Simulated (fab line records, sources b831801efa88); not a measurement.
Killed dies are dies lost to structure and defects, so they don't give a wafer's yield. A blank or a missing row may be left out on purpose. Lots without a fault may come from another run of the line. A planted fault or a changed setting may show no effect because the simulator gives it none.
fab line records | flow sky130
record lots=13 wafers=39 last_day=50
route steps=708 shown CAP2M@607 VIA4@650 METAL5@666 PAD_OPEN@706
lots that met no fault: from a run of the same line without faults
start_h: hours from the record's first day to the start of the lot's first wafer shown | wait_h: hours since the lot's step before | " the same as in the row above | L1.1+2: a row that stands for several wafers | - no value, or no start given | * or withheld: withheld | < > ~ a bound
route shown NAME@n: a module of which the file shows steps, and the number in the route of the first | usual: mean/standard deviation of fault-free wafers | same: alike in all rows | chamber/n: place in a boat | sites: the reading at each site | _std_site: their standard deviation | _edge_site: outer sites' mean less inner sites' | radius_mm: how far each site lies from the wafer's centre | mask NAME#n: copy n | behind: the tool/chamber that last shaped the wafer | hold: why the lot was held/for how many hours/how that ended | device: the transistor (n, p or np) that didn't switch | end of line: the same wafers' tests at the end of the route | a step without rows: its recipe alone | killed: dies lost to structure and defects at the first sort, not the wafer's yield | map: a wafer's dies, x killed, . not, _ none there
set.NAME: the setting as run; set.NAME@STEP: as run at that earlier step | model.NAME: the simulator's own value behind a step, which no gauge read
steps of the route over a sample of lots; a table a step, a row a wafer
services: from which hour (start_h, from the record's first day; less than 0 if before it) a tool's chamber was out of use, for how many hours, and why
## steps
# step SKY_CAP2M_THK_MEAS_04
# recipe thk_meas_gauge=xrf reads=TiN_of_CAP2M_SPUTTER_02
# usual CAP2M_TIN_THK=196.6/2.7
# columns lot.wafer tool chamber start_h wait_h CAP2M_TIN_THK[nm]
L441.1 film_metro-02 - 943.92 0.1 194.4
L441.2 " - " " 196.5
L441.6 " - " " 197.1
L442.1 film_metro-02 - 949.77 0.1 191.4
L442.3 " - " " 195.5
L442.4 " - " " 190.5
L443.1 film_metro-03 - 958.10 0.1 198.4
L443.2 " - " " 194.8
L443.6 " - " " 196.4
L444.4 film_metro-04 - 967.83 0.1 195.4
L444.5 " - " " 197.2
L444.6 " - " " 191.0
L447.2 film_metro-04 - 980.87 0.1 193.1
L447.3 " - " " 194.4
L447.4 " - " " 196.1
L448.1 film_metro-03 - 1009.17 0.1 201.6
L448.2 " - " " 202.1
L448.5 " - " " 201.7
L449.1 film_metro-02 - 1010.16 0.1 203.3
L449.2 " - " " 202.1
L449.5 " - " " 201.1
L450.1 film_metro-03 - 1011.65 0.1 196.9
L450.4 " - " " 196.5
L450.6 " - " " 199.5
L451.1 film_metro-04 - 1016.62 0.1 194.2
L451.2 " - " " 197.6
L451.3 " - " " 196.7
L459.4 film_metro-02 - 1066.04 0.1 198.2
L459.5 " - " " 194.3
L459.6 " - " " 196.9
L461.2 film_metro-02 - 1081.31 0.1 199.5
L461.3 " - " " 197.4
L461.6 " - " " 197.7
L462.2 film_metro-02 - 1082.75 0.1 195.2
L462.4 " - " " 196.0
L462.6 " - " " 195.6
L463.1 film_metro-02 - 1085.15 0.1 197.3
L463.2 " - " " 197.4
L463.6 " - " " 200.0
# step SKY_VIA4_OVL_MEAS_11
# usual VIA4_OVL=-0.7/1.2
# columns lot.wafer tool chamber start_h wait_h VIA4_OVL[nm]
L441.1 overlay-01 - 1018.73 0.1 -0.3
L441.2 " - " " 0.9
L441.6 " - " " 0.5
L442.1 overlay-01 - 1024.42 0.1 -0.2
L442.3 " - " " 0.0
L442.4 " - " " 1.3
L443.1 overlay-01 - 1030.13 0.1 -2.3
L443.2 " - " " -0.9
L443.6 " - " " -1.4
L444.4 overlay-01 - 1041.34 0.1 -1.2
L444.5 " - " " -1.0
L444.6 " - " " -0.8
L447.2 overlay-02 - 1051.97 0.1 -0.7
L447.3 " - " " -1.6
L447.4 " - " " -3.0
L448.1 overlay-02 - 1077.43 0.1 -1.7
L448.2 " - " " 0.0
L448.5 " - " " -0.8
L449.1 overlay-01 - 1078.57 0.1 -0.4
L449.2 " - " " 0.3
L449.5 " - " " -0.6
L450.1 overlay-01 - 1080.13 0.1 -2.4
L450.4 " - " " -1.3
L450.6 " - " " -0.3
L451.1 overlay-02 - 1083.77 0.1 1.2
L451.2 " - " " -0.4
L451.3 " - " " 0.9
L459.4 overlay-01 - 1131.25 0.1 -3.2
L459.5 " - " " -3.4
L459.6 " - " " -1.2
L461.2 overlay-01 - 1143.29 0.1 -2.6
L461.3 " - " " -1.6
L461.6 " - " " -0.5
L462.2 overlay-01 - 1144.84 0.1 -2.7
L462.4 " - " " -1.7
L462.6 " - " " -1.9
L463.1 overlay-02 - 1146.63 0.1 -0.3
L463.2 " - " " 1.2
L463.6 " - " " 0.0
# step SKY_METAL5_RS_MEAS_05
# recipe thk_meas_gauge=four-point-probe reads=TiN_of_METAL5_SPUTTER_04+Ti_of_METAL5_SPUTTER_03+AlCu_of_METAL5_SPUTTER_02+TiN_of_METAL5_SPUTTER_01+Ti_of_METAL5_SPUTTER_00
# usual METAL5_ALCU_RS=0.0270/0.00036
# columns lot.wafer tool chamber start_h wait_h METAL5_ALCU_RS[ohm/sq]
L441.1 film_metro-01 - 1020.35 0.0 0.0270
L441.2 " - " " 0.0268
L441.6 " - " " 0.0269
L442.1 film_metro-03 - 1025.98 0.0 0.0268
L442.3 " - " " 0.0271
L442.4 " - " " 0.0271
L443.1 film_metro-03 - 1031.69 0.0 0.0269
L443.2 " - " " 0.0266
L443.6 " - " " 0.0270
L444.4 film_metro-03 - 1043.00 0.1 0.0269
L444.5 " - " " 0.0267
L444.6 " - " " 0.0271
L447.2 film_metro-01 - 1053.55 0.0 0.0278
L447.3 " - " " 0.0274
L447.4 " - " " 0.0270
L448.1 film_metro-01 - 1079.03 0.0 0.0265
L448.2 " - " " 0.0263
L448.5 " - " " 0.0267
L449.1 film_metro-03 - 1080.13 0.0 0.0267
L449.2 " - " " 0.0267
L449.5 " - " " 0.0268
L450.1 film_metro-02 - 1081.69 0.0 0.0271
L450.4 " - " " 0.0272
L450.6 " - " " 0.0279
L451.1 film_metro-01 - 1085.52 0.0 0.0267
L451.2 " - " " 0.0273
L451.3 " - " " 0.0272
L459.4 film_metro-03 - 1132.89 0.1 0.0266
L459.5 " - " " 0.0270
L459.6 " - " " 0.0270
L461.2 film_metro-02 - 1144.86 0.0 0.0271
L461.3 " - " " 0.0270
L461.6 " - " " 0.0270
L462.2 film_metro-02 - 1146.45 0.0 0.0273
L462.4 " - " " 0.0274
L462.6 " - " " 0.0274
L463.1 film_metro-03 - 1148.26 0.0 0.0267
L463.2 " - " " 0.0268
L463.6 " - " " 0.0267
# step SKY_PAD_OPEN_ANNEAL_12
# recipe temp_c=400 time_s=withheld ambient=N2/H2 idle_temp_c=300 ramp_up_c_per_min=8 ramp_down_c_per_min=4
# usual ramp_down_c_per_min=4.0001/0.00078 ramp_up_c_per_min=8.0002/0.0017 zone_power_upper_pct=4.4/0.56
# columns lot.wafer tool chamber start_h wait_h ramp_down_c_per_min ramp_up_c_per_min zone_power_upper_pct
L441.1 furnace-01 0 1088.22 0.0 4.0015 7.9974 4.9
L441.2 " 0 " " 4.0007 8.0004 4.9
L441.6 " 0 " " 4.0000 7.9988 4.9
L442.1 furnace-02 0 1092.63 0.0 3.9991 8.0034 3.8
L442.3 " 0 " " 3.9988 8.0017 3.8
L442.4 " 0 " " 3.9991 7.9977 3.8
L443.1 furnace-01 0 1097.63 0.0 3.9989 8.0024 4.9
L443.2 " 0 " " 4.0000 7.9979 5.1
L443.6 " 0 " " 4.0014 8.0022 5.0
L444.4 furnace-02 0 1110.53 0.0 4.0001 8.0006 3.8
L444.5 " 0 " " 3.9997 8.0044 3.9
L444.6 " 0 " " 3.9996 7.9986 3.9
L447.2 furnace-02 0 1118.78 0.0 4.0005 8.0012 3.8
L447.3 " 0 " " 4.0011 8.0015 3.8
L447.4 " 0 " " 3.9999 7.9975 3.8
L448.1 furnace-02 0 1140.58 0.0 4.0011 8.0014 3.8
L448.2 " 0 " " 3.9992 8.0022 3.8
L448.5 " 0 " " 4.0009 7.9980 3.9
L449.1 furnace-01 0 1141.19 0.0 3.9996 8.0014 4.9
L449.2 " 0 " " 4.0005 8.0004 5.0
L449.5 " 0 " " 3.9986 7.9991 4.9
L450.1 furnace-02 - 1142.88 0.0 - - -
L450.4 " - " " - - -
L450.6 " - " " - - -
L451.1 furnace-01 - 1145.84 0.0 - - -
L451.2 " - " " - - -
L451.3 " - " " - - -
L459.4 furnace-02 0 1188.16 0.0 4.0003 7.9999 3.8
L459.5 " 0 " " 4.0009 7.9981 3.9
L459.6 " 0 " " 3.9994 7.9984 3.8
L461.2 furnace-02 0 1198.27 0.0 3.9996 7.9995 3.8
L461.3 " 0 " " 3.9997 8.0004 3.9
L461.6 " 0 " " 3.9998 8.0016 3.9
L462.2 furnace-01 0 1198.94 0.0 3.9988 8.0016 5.0
L462.4 " 0 " " 4.0012 8.0007 5.0
L462.6 " 0 " " 4.0016 8.0021 4.9
L463.1 furnace-02 0 1201.13 0.0 4.0000 7.9978 3.9
L463.2 " 0 " " 4.0003 8.0017 3.8
L463.6 " 0 " " 4.0001 7.9996 3.8
# step SKY_PAD_OPEN_BOW_MEAS_13
# recipe mode=bow
# usual PAD_OPEN_BOW=48/8.8
# columns lot.wafer tool chamber start_h wait_h PAD_OPEN_BOW[um]
L441.1 film_metro-03 - 1089.72 - 39
L441.2 " - " " 45
L441.6 " - " " 49
L442.1 film_metro-02 - 1094.13 - 62
L442.3 " - " " 57
L442.4 " - " " 58
L443.1 film_metro-02 - 1099.13 - 42
L443.2 " - " " 32
L443.6 " - " " 41
L444.4 film_metro-03 - 1112.09 - 36
L444.5 " - " " 43
L444.6 " - " " 47
L447.2 film_metro-03 - 1120.30 - 19
L447.3 " - " " 37
L447.4 " - " " 39
L448.1 film_metro-02 - 1142.08 - 46
L448.2 " - " " 63
L448.5 " - " " 40
L449.1 film_metro-02 - 1142.69 - 69
L449.2 " - " " 48
L449.5 " - " " 60
L450.1 film_metro-03 - 1144.38 - 116
L450.4 " - " " 111
L450.6 " - " " 115
L451.1 film_metro-03 - 1147.34 - 107
L451.2 " - " " 116
L451.3 " - " " 99
L459.4 film_metro-02 - 1189.72 - 53
L459.5 " - " " 62
L459.6 " - " " 58
L461.2 film_metro-02 - 1199.79 - 48
L461.3 " - " " 49
L461.6 " - " " 50
L462.2 film_metro-02 - 1200.46 - 49
L462.4 " - " " 50
L462.6 " - " " 53
L463.1 film_metro-04 - 1202.63 - 54
L463.2 " - " " 51
L463.6 " - " " 44
# step SKY_PAD_OPEN_PROBE_99
# usual defect_limited_yield=82.3/2.1 killed_at_M0_to_M3=44/7.3 killed_at_M4_up=3.3/1.8 killed_at_contacts=24/5.3 killed_at_front_end=16/5 killed_at_other=0.2/0.51 killed_dies=87/10 killed_open=47/7.5 killed_short=40/6.3
# same gross_dies=492 killed_at_back_side=0
# columns lot.wafer tool chamber start_h wait_h defect_limited_yield[%] killed_at_M0_to_M3 killed_at_M4_up killed_at_contacts killed_at_front_end killed_at_other killed_dies killed_open killed_short
L441.1 prober-01 - 1089.84 0.1 82.3 49 3 17 18 0 87 51 36
L441.2 prober-01 - 1089.89 0.1 83.9 37 4 27 11 0 79 44 35
L441.6 prober-01 - 1090.09 0.2 81.3 42 6 22 21 1 92 51 41
L442.1 prober-02 - 1094.25 0.1 81.9 50 2 25 12 0 89 51 38
L442.3 prober-02 - 1094.35 0.2 81.5 42 1 36 12 0 91 47 44
L442.4 prober-02 - 1094.40 0.2 79.9 59 2 21 17 0 99 62 37
L443.1 prober-01 - 1099.25 0.1 82.3 44 2 21 20 0 87 54 33
L443.2 prober-01 - 1099.30 0.1 81.7 51 3 22 14 0 90 53 37
L443.6 prober-01 - 1099.50 0.2 81.7 55 4 16 15 0 90 42 48
L444.4 prober-02 - 1112.30 0.2 84.8 36 7 15 17 0 75 48 27
L444.5 prober-02 - 1112.35 0.2 80.5 53 4 23 15 1 96 52 44
L444.6 prober-02 - 1112.40 0.2 85.0 33 4 20 17 0 74 41 33
L447.2 prober-02 - 1120.45 0.1 80.5 41 1 30 23 1 96 57 39
L447.3 prober-02 - 1120.50 0.2 80.9 43 7 25 19 0 94 54 40
L447.4 prober-02 - 1120.55 0.2 81.5 53 2 18 18 0 91 58 33
L448.1 prober-02 - 1142.20 0.1 81.9 43 1 30 15 0 89 47 42
L448.2 prober-02 - 1142.25 0.1 80.9 54 3 24 13 0 94 42 52
L448.5 prober-02 - 1142.40 0.2 85.2 42 0 19 12 0 73 41 32
L449.1 prober-01 - 1142.81 0.1 81.5 46 5 22 18 0 91 44 47
L449.2 prober-01 - 1142.86 0.1 79.9 56 4 23 16 0 99 52 47
L449.5 prober-01 - 1143.01 0.2 85.4 34 2 22 14 0 72 37 35
L450.1 prober-02 - 1144.50 0.1 83.7 40 5 14 21 0 80 37 43
L450.4 prober-02 - 1144.65 0.2 82.1 49 4 22 13 0 88 49 39
L450.6 prober-02 - 1144.75 0.2 83.5 39 3 20 19 0 81 40 41
L451.1 prober-01 - 1147.46 0.1 83.1 47 1 19 16 0 83 42 41
L451.2 prober-01 - 1147.51 0.1 83.3 46 6 20 10 0 82 38 44
L451.3 prober-01 - 1147.56 0.2 82.3 41 1 31 14 0 87 43 44
L459.4 prober-01 - 1189.93 0.2 85.0 37 0 24 12 1 74 44 30
L459.5 prober-01 - 1189.98 0.2 82.9 39 2 26 16 1 84 44 40
L459.6 prober-01 - 1190.03 0.2 78.9 52 4 30 18 0 104 59 45
L461.2 prober-01 - 1199.94 0.1 81.7 52 0 20 18 0 90 41 49
L461.3 prober-01 - 1199.99 0.2 83.1 49 4 16 14 0 83 48 35
L461.6 prober-01 - 1200.14 0.2 85.6 39 1 25 5 1 71 35 36
L462.2 prober-02 - 1200.61 0.1 79.3 45 2 30 24 1 102 51 51
L462.4 prober-02 - 1200.71 0.2 80.5 45 2 30 19 0 96 61 35
L462.6 prober-02 - 1200.81 0.2 77.4 61 3 21 26 0 111 62 49
L463.1 prober-01 - 1202.75 0.1 83.5 50 6 18 7 0 81 51 30
L463.2 prober-01 - 1202.80 0.1 83.9 43 3 25 8 0 79 41 38
L463.6 prober-01 - 1203.00 0.2 82.3 42 3 30 12 0 87 44 43
# killed by level:class
L441.1 VIA1:geometric_particle:short=9 VIA1:geometric_particle:open=9 VIA3:geometric_particle:open=9 LI_CONTACT:geometric_particle:open=7 VIA2:geometric_particle:open=6 POLY_GATE:geometric_particle:open=5 CONTACT:geometric_particle:open=5 VIA3:geometric_particle:short=5
L441.2 CONTACT:geometric_particle:open=10 VIA3:geometric_particle:open=7 LI_CONTACT:geometric_particle:open=6 CONTACT:geometric_particle:short=6 VIA1:geometric_particle:open=6 VIA1:geometric_particle:short=5 VIA2:geometric_particle:open=5 FIELD_ISO:geometric_particle:open=4
L441.6 CONTACT:geometric_particle:open=10 VIA3:geometric_particle:open=8 VIA1:geometric_particle:open=7 FIELD_ISO:geometric_particle:short=6 VIA2:geometric_particle:open=6 POLY_GATE:geometric_particle:open=5 METAL1:geometric_particle:short=5 LI_CONTACT:geometric_particle:open=4
L442.1 VIA1:geometric_particle:open=11 CONTACT:geometric_particle:open=7 VIA3:geometric_particle:open=7 VIA2:geometric_particle:open=7 LI_CONTACT:geometric_particle:open=6 METAL1:geometric_particle:short=6 LI_CONTACT:geometric_particle:short=5 POLY_GATE:geometric_particle:open=5
L442.3 CONTACT:geometric_particle:open=16 VIA1:geometric_particle:open=11 LI_CONTACT:geometric_particle:open=6 LOCAL_INTERCONNECT:geometric_particle:short=5 CONTACT:geometric_particle:short=5 METAL3:geometric_particle:short=5 VIA3:geometric_particle:open=5 METAL1:geometric_particle:short=4
L442.4 CONTACT:geometric_particle:open=13 VIA3:geometric_particle:open=12 VIA1:geometric_particle:open=10 METAL1:geometric_particle:short=9 VIA2:geometric_particle:open=6 FIELD_ISO:geometric_particle:short=5 FIELD_ISO:geometric_particle:open=5 LI_CONTACT:geometric_particle:open=5
L443.1 VIA1:geometric_particle:open=16 CONTACT:geometric_particle:open=9 METAL2:geometric_particle:short=7 VIA2:geometric_particle:open=7 FIELD_ISO:geometric_particle:short=5 VIA3:geometric_particle:open=5 FIELD_ISO:geometric_particle:open=4 POLY_GATE:geometric_particle:open=4
L443.2 VIA1:geometric_particle:open=12 VIA2:geometric_particle:open=10 CONTACT:geometric_particle:open=10 VIA3:geometric_particle:open=8 VIA1:geometric_particle:short=7 LI_CONTACT:geometric_particle:short=5 METAL2:geometric_particle:short=4 VIA2:geometric_particle:short=4
L443.6 VIA1:geometric_particle:open=13 VIA2:geometric_particle:open=10 METAL1:geometric_particle:short=9 FIELD_ISO:geometric_particle:short=6 METAL2:geometric_particle:short=5 POLY_GATE:geometric_particle:open=4 LOCAL_INTERCONNECT:geometric_particle:short=4 CONTACT:geometric_particle:open=4
L444.4 FIELD_ISO:geometric_particle:open=7 CONTACT:geometric_particle:open=7 VIA1:geometric_particle:open=7 VIA2:geometric_particle:open=7 VIA3:geometric_particle:open=7 METAL1:geometric_particle:short=5 METAL4:geometric_particle:short=4 METAL4:geometric_particle:open=3
L444.5 VIA1:geometric_particle:open=15 METAL2:geometric_particle:short=9 LI_CONTACT:geometric_particle:open=6 VIA1:geometric_particle:short=6 METAL1:geometric_particle:short=5 FIELD_ISO:geometric_particle:open=4 LI_CONTACT:geometric_particle:short=4 LOCAL_INTERCONNECT:geometric_particle:short=4
L444.6 VIA1:geometric_particle:open=10 CONTACT:geometric_particle:open=8 METAL1:geometric_particle:short=5 VIA2:geometric_particle:open=5 FIELD_ISO:geometric_particle:open=4 POLY_GATE:geometric_particle:short=4 VIA1:geometric_particle:short=4 METAL4:geometric_particle:short=4
L447.2 CONTACT:geometric_particle:open=13 VIA3:geometric_particle:open=12 VIA1:geometric_particle:open=10 FIELD_ISO:geometric_particle:open=7 VIA1:geometric_particle:short=7 CONTACT:geometric_particle:short=5 FIELD_ISO:geometric_particle:short=4 POLY_GATE:geometric_particle:open=4
L447.3 VIA1:geometric_particle:open=15 LI_CONTACT:geometric_particle:open=8 CONTACT:geometric_particle:open=7 CONTACT:geometric_particle:short=7 FIELD_ISO:geometric_particle:short=5 METAL2:geometric_particle:short=5 VIA3:geometric_particle:open=5 POLY_GATE:geometric_particle:short=4
L447.4 VIA1:geometric_particle:open=15 FIELD_ISO:geometric_particle:open=10 CONTACT:geometric_particle:open=10 VIA3:geometric_particle:open=9 VIA2:geometric_particle:short=6 METAL1:geometric_particle:short=5 METAL2:geometric_particle:short=5 VIA2:geometric_particle:open=5
L448.1 CONTACT:geometric_particle:open=11 VIA1:geometric_particle:open=9 LI_CONTACT:geometric_particle:open=7 METAL2:geometric_particle:short=7 VIA1:geometric_particle:short=7 VIA2:geometric_particle:open=6 CONTACT:geometric_particle:short=6 FIELD_ISO:geometric_particle:short=5
L448.2 VIA1:geometric_particle:open=13 CONTACT:geometric_particle:open=8 VIA1:geometric_particle:short=8 METAL2:geometric_particle:short=8 METAL1:geometric_particle:short=6 VIA3:geometric_particle:open=6 FIELD_ISO:geometric_particle:short=5 POLY_GATE:geometric_particle:short=4
L448.5 VIA1:geometric_particle:open=8 VIA2:geometric_particle:open=8 VIA3:geometric_particle:open=8 CONTACT:geometric_particle:open=7 CONTACT:geometric_particle:short=6 POLY_GATE:geometric_particle:short=5 METAL2:geometric_particle:short=4 POLY_GATE:geometric_particle:open=4
L449.1 METAL2:geometric_particle:short=12 VIA1:geometric_particle:open=7 FIELD_ISO:geometric_particle:open=6 LI_CONTACT:geometric_particle:open=6 METAL1:geometric_particle:short=6 CONTACT:geometric_particle:short=6 CONTACT:geometric_particle:open=6 VIA1:geometric_particle:short=6
L449.2 CONTACT:geometric_particle:open=10 VIA1:geometric_particle:open=9 VIA2:geometric_particle:open=9 METAL2:geometric_particle:short=8 METAL1:geometric_particle:short=7 FIELD_ISO:geometric_particle:open=6 FIELD_ISO:geometric_particle:short=6 VIA1:geometric_particle:short=6
L449.5 CONTACT:geometric_particle:open=10 VIA1:geometric_particle:open=7 VIA2:geometric_particle:open=6 CONTACT:geometric_particle:short=5 METAL2:geometric_particle:short=5 SPACER:geometric_particle:short=4 POLY_GATE:geometric_particle:short=3 LI_CONTACT:geometric_particle:short=3
L450.1 VIA1:geometric_particle:open=8 POLY_GATE:geometric_particle:short=5 CONTACT:geometric_particle:open=5 METAL1:geometric_particle:short=5 METAL2:geometric_particle:short=5 VIA2:geometric_particle:short=5 METAL3:geometric_particle:short=5 FIELD_ISO:geometric_particle:open=4
L450.4 VIA1:geometric_particle:open=9 VIA3:geometric_particle:open=9 METAL2:geometric_particle:short=8 VIA2:geometric_particle:open=8 LI_CONTACT:geometric_particle:open=7 POLY_GATE:geometric_particle:open=5 LOCAL_INTERCONNECT:geometric_particle:short=5 FIELD_ISO:geometric_particle:open=4
L450.6 VIA1:geometric_particle:open=10 METAL2:geometric_particle:short=10 LI_CONTACT:geometric_particle:open=8 FIELD_ISO:geometric_particle:short=5 FIELD_ISO:geometric_particle:open=4 POLY_GATE:geometric_particle:open=4 POLY_GATE:geometric_particle:short=3 VIA1:geometric_particle:short=3
L451.1 VIA2:geometric_particle:open=9 VIA1:geometric_particle:open=9 METAL2:geometric_particle:short=9 LI_CONTACT:geometric_particle:open=6 CONTACT:geometric_particle:open=5 METAL1:geometric_particle:short=5 VIA3:geometric_particle:open=4 FIELD_ISO:geometric_particle:open=3
L451.2 METAL1:geometric_particle:short=11 VIA1:geometric_particle:open=9 VIA3:geometric_particle:open=7 CONTACT:geometric_particle:open=6 CONTACT:geometric_particle:short=5 METAL4:geometric_particle:short=4 LI_CONTACT:geometric_particle:open=4 LOCAL_INTERCONNECT:geometric_particle:short=4
L451.3 CONTACT:geometric_particle:open=11 CONTACT:geometric_particle:short=8 FIELD_ISO:geometric_particle:short=7 VIA3:geometric_particle:open=7 LI_CONTACT:geometric_particle:open=6 VIA2:geometric_particle:open=6 METAL2:geometric_particle:short=6 METAL1:geometric_particle:short=5
L459.4 VIA1:geometric_particle:open=11 CONTACT:geometric_particle:open=10 LI_CONTACT:geometric_particle:open=8 VIA3:geometric_particle:open=6 VIA1:geometric_particle:short=5 POLY_GATE:geometric_particle:short=4 SPACER:geometric_particle:short=4 CONTACT:geometric_particle:short=4
L459.5 VIA1:geometric_particle:open=8 LI_CONTACT:geometric_particle:open=7 CONTACT:geometric_particle:open=7 METAL1:geometric_particle:short=6 METAL2:geometric_particle:short=6 VIA2:geometric_particle:open=6 POLY_GATE:geometric_particle:open=5 VIA3:geometric_particle:open=5
L459.6 VIA1:geometric_particle:open=17 LI_CONTACT:geometric_particle:open=9 VIA3:geometric_particle:open=8 CONTACT:geometric_particle:open=8 CONTACT:geometric_particle:short=7 METAL1:geometric_particle:short=7 POLY_GATE:geometric_particle:open=6 METAL2:geometric_particle:short=5
L461.2 METAL1:geometric_particle:short=11 VIA1:geometric_particle:open=9 METAL2:geometric_particle:short=8 LI_CONTACT:geometric_particle:open=7 VIA3:geometric_particle:open=7 FIELD_ISO:geometric_particle:short=5 VIA3:geometric_particle:short=5 POLY_GATE:geometric_particle:open=4
L461.3 VIA3:geometric_particle:open=10 CONTACT:geometric_particle:open=8 VIA1:geometric_particle:open=8 METAL1:geometric_particle:short=7 VIA2:geometric_particle:open=6 VIA1:geometric_particle:short=5 POLY_GATE:geometric_particle:short=4 POLY_GATE:geometric_particle:open=4
L461.6 LI_CONTACT:geometric_particle:open=8 VIA1:geometric_particle:open=8 CONTACT:geometric_particle:short=6 METAL1:geometric_particle:short=6 VIA3:geometric_particle:open=6 VIA3:geometric_particle:short=5 LOCAL_INTERCONNECT:geometric_particle:short=4 CONTACT:geometric_particle:open=4
L462.2 LI_CONTACT:geometric_particle:open=11 VIA1:geometric_particle:short=11 VIA1:geometric_particle:open=11 FIELD_ISO:geometric_particle:short=9 CONTACT:geometric_particle:open=9 VIA3:geometric_particle:open=7 METAL1:geometric_particle:short=6 FIELD_ISO:geometric_particle:open=5
L462.4 VIA1:geometric_particle:open=16 CONTACT:geometric_particle:open=13 METAL2:geometric_particle:short=6 VIA2:geometric_particle:open=6 POLY_GATE:geometric_particle:open=5 CONTACT:geometric_particle:short=5 FIELD_ISO:geometric_particle:open=4 POLY_GATE:geometric_particle:short=4
L462.6 VIA2:geometric_particle:open=10 VIA1:geometric_particle:open=10 VIA3:geometric_particle:open=9 FIELD_ISO:geometric_particle:open=8 LI_CONTACT:geometric_particle:open=8 CONTACT:geometric_particle:open=8 METAL3:geometric_particle:short=7 METAL1:geometric_particle:short=6
L463.1 VIA3:geometric_particle:open=14 VIA1:geometric_particle:open=10 CONTACT:geometric_particle:open=9 METAL1:geometric_particle:short=7 LI_CONTACT:geometric_particle:open=5 VIA2:geometric_particle:open=5 METAL4:geometric_particle:short=4 VIA3:geometric_particle:short=4
L463.2 VIA1:geometric_particle:open=11 METAL1:geometric_particle:short=8 VIA2:geometric_particle:open=8 LOCAL_INTERCONNECT:geometric_particle:short=8 LI_CONTACT:geometric_particle:open=7 CONTACT:geometric_particle:open=6 VIA3:geometric_particle:open=5 POLY_GATE:geometric_particle:short=4
L463.6 VIA1:geometric_particle:open=9 LI_CONTACT:geometric_particle:open=8 METAL1:geometric_particle:short=8 CONTACT:geometric_particle:open=6 METAL2:geometric_particle:short=6 LOCAL_INTERCONNECT:geometric_particle:short=5 VIA2:geometric_particle:open=5 LI_CONTACT:geometric_particle:short=4
## services
# columns tool chamber start_h hours kind
furnace-02 - 1066.36 2.9 pm
furnace-01 - 1071.27 3.4 pm
furnace-01 - 1175.10 3.6 pm
## key
first_sign step=SKY_PAD_OPEN_ANNEAL_12 reading=tool_record direction=missing
effect step=SKY_PAD_OPEN_BOW_MEAS_13 reading=PAD_OPEN_BOW direction=up sigmas=7.2 usual=48 struck=111
met_at SKY_PAD_OPEN_ANNEAL_12
struck_lots L450,L451
not_acting_at SKY_CAP2M_THK_MEAS_04,SKY_VIA4_OVL_MEAS_11,SKY_METAL5_RS_MEAS_05
onset_between 1141.19 1142.88
fault kind=skipped_step_whole tool=furnace-01,furnace-02 chamber=- onset_h=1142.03 steps=SKY_PAD_OPEN_ANNEAL_12 scope=struck_lots_only
